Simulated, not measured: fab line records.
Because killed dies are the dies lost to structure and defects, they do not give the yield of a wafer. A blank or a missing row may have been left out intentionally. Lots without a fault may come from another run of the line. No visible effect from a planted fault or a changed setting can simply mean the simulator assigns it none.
Comparing a struck lot with a sound one | flow sfq_line | 20 out of 325 route steps
Sound: these wafers, L251.3, L251.4, L251.6. The struck wafers were L245.1, L245.3, L245.5. The cause comes at the end.
Per side, at each step with rows, come the tool, then ch with its chambers, and then its first start. Under that, the readings that differ: sound wafers | struck wafers | difference of the means | sigmas: that difference in standard deviations of wafers without a fault.
alike: same words and numbers on both sides, and readings whose means sit less than 2 such deviations apart. not compared: any withheld reading, any reading some wafer has no value for, any bound like >300 that may hide the same value, and any number with overlapping values for which the record gives no deviation.
Wherever a step has rows on one side only, a row that says differs or no value, or a row with sigmas, the two part there. Numbers that have no deviation but don't overlap get no sigmas and don't part them. A reading that every wafer of one side lacks parts them only if that side has two wafers or more.

first, 2 steps without rows for these wafers: SFQ_TRILAYER_I6_VIA_LITHO_PEB_172 (peb time 60 s); SFQ_TRILAYER_I6_VIA_LITHO_DEVELOP_171 (time 60 s).
SFQ_I6_OVL_MEAS_942:
  struck on overlay-01, day 67 11:05; sound on overlay-01, day 69 06:52
  alike: I6_OVL
SFQ_TRILAYER_I6_VIA_BARC_OPEN_VIA_ETCH_235: etches BARC in O2, target depth 125 nm, time 41.7 s.
  sound on rie_diel-02 ch 0,3, day 69 06:53; struck on rie_diel-04 ch 0,1,2, day 67 11:07
  alike: drypump_motor_current_A, oes_product_au
  not compared: rf_hours_counter_h
then, 1 step without rows for these wafers: SFQ_TRILAYER_I6_VIA_ETCH_VIA_ETCH_172 (etches SiO2 in CHF3, stops on Nb, target depth 260 nm).
SFQ_TRILAYER_I6_VIA_STRIP_STRIP_173: strips in O2.
  sound on rie_metal-04 ch 0,1, day 69 07:14; struck on rie_metal-02 ch 0, day 67 11:16
  alike: drypump_motor_current_A, oes_product_au
  not compared: rf_hours_counter_h
then, 2 steps without rows for these wafers: SFQ_TRILAYER_I6_VIA_STRIP_SOLV_CLEAN_174 (cleans in NMP, time 600 s); SFQ_TRILAYER_M7_DEP_PRE_CLEAN_176 (time 22.5 s).
SFQ_TRILAYER_M7_DEP_SPUTTER_175: material Nb, target thk 200 nm, time 133.3 s.
  struck on pvd_sputter-05, day 67 12:04; sound on pvd_sputter-06, day 69 07:52
  alike: base_pressure_pa, throttle_valve_pct
SFQ_M7_RS_MEAS_943: measurement is done with a four-point probe.
  struck on film_metro-02, day 67 12:10; sound on film_metro-04, day 69 07:59
  alike: M7_NB_RS
then, 1 step without rows for these wafers: SFQ_TRILAYER_M7_LITHO_COAT_182 (resist thk 62 nm).
SFQ_TRILAYER_M7_LITHO_COAT_177: resist thk 600 nm.
  sound on litho_track-04 ch 0, day 69 08:32; struck on litho_track-02 ch 0, day 67 12:38
  reading                                             | sound                | struck               | difference | sigmas
  spin_speed_rpm (rpm)                                | 2996.4 2997.8 2996.8 | 2595.0 2592.4 2592.3 | -403.8     | -99 or more
  model.KrF_of_TRILAYER_M7_LITHO_COAT_177.thk_nm (nm) | 601.4 601.9 601.1    | 645.8 645.5 645      | +44.0      |
  alike: resist_line_temp_C
then, 4 steps without rows for these wafers: SFQ_TRILAYER_M7_LITHO_SOFTBAKE_181; SFQ_TRILAYER_M7_LITHO_EXPOSE_178 (exposes mask M7, target cd 500 nm); SFQ_TRILAYER_M7_LITHO_PEB_180 (peb time 60 s); SFQ_TRILAYER_M7_LITHO_DEVELOP_179 (time 60 s).
SFQ_M7_OVL_MEAS_945:
  struck on overlay-02, day 68 15:35; sound on overlay-02, day 70 06:18
  alike: M7_OVL
SFQ_TRILAYER_M7_BARC_OPEN_METAL_ETCH_229: etches BARC in O2, target depth 125 nm, time 41.7 s.
  sound on rie_metal-03 ch 0,1, day 70 06:20; struck on rie_metal-02 ch 0,1, day 68 15:38
  alike: drypump_motor_current_A, oes_product_au
  not compared: rf_hours_counter_h
SFQ_TRILAYER_M7_ETCH_METAL_ETCH_180: etches Nb in Cl2/Ar, stops on SiO2, target depth 240 nm, time 120 s.
  sound on rie_metal-03 ch 0,1, day 70 06:25; struck on rie_metal-02 ch 0,1, day 68 15:41
  reading                                             | sound             | struck            | difference | sigmas
  model.KrF_of_TRILAYER_M7_LITHO_COAT_177.thk_nm (nm) | 381.1 380.8 380.7 | 428.3 424.8 425.1 | +45.2      |
  alike: drypump_motor_current_A, oes_product_au
  not compared: rf_hours_counter_h
SFQ_TRILAYER_M7_STRIP_STRIP_181: strips in O2.
  sound on rie_metal-03 ch 0,1, day 70 06:43; struck on rie_metal-02 ch 0,1, day 68 15:49
  alike: drypump_motor_current_A, oes_product_au
  not compared: rf_hours_counter_h

## WHERE THEY PART
Within this record, at SFQ_TRILAYER_M7_LITHO_COAT_177 only. Later steps at which nothing parts them and some readings are alike: SFQ_M7_OVL_MEAS_945, SFQ_TRILAYER_M7_BARC_OPEN_METAL_ETCH_229, SFQ_TRILAYER_M7_ETCH_METAL_ETCH_180, SFQ_TRILAYER_M7_STRIP_STRIP_181.

WHY: whatever the simulator had introduced
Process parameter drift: litho_track-02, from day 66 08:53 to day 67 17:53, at SFQ_TRILAYER_M7_LITHO_COAT_177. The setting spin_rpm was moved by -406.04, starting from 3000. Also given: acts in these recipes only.
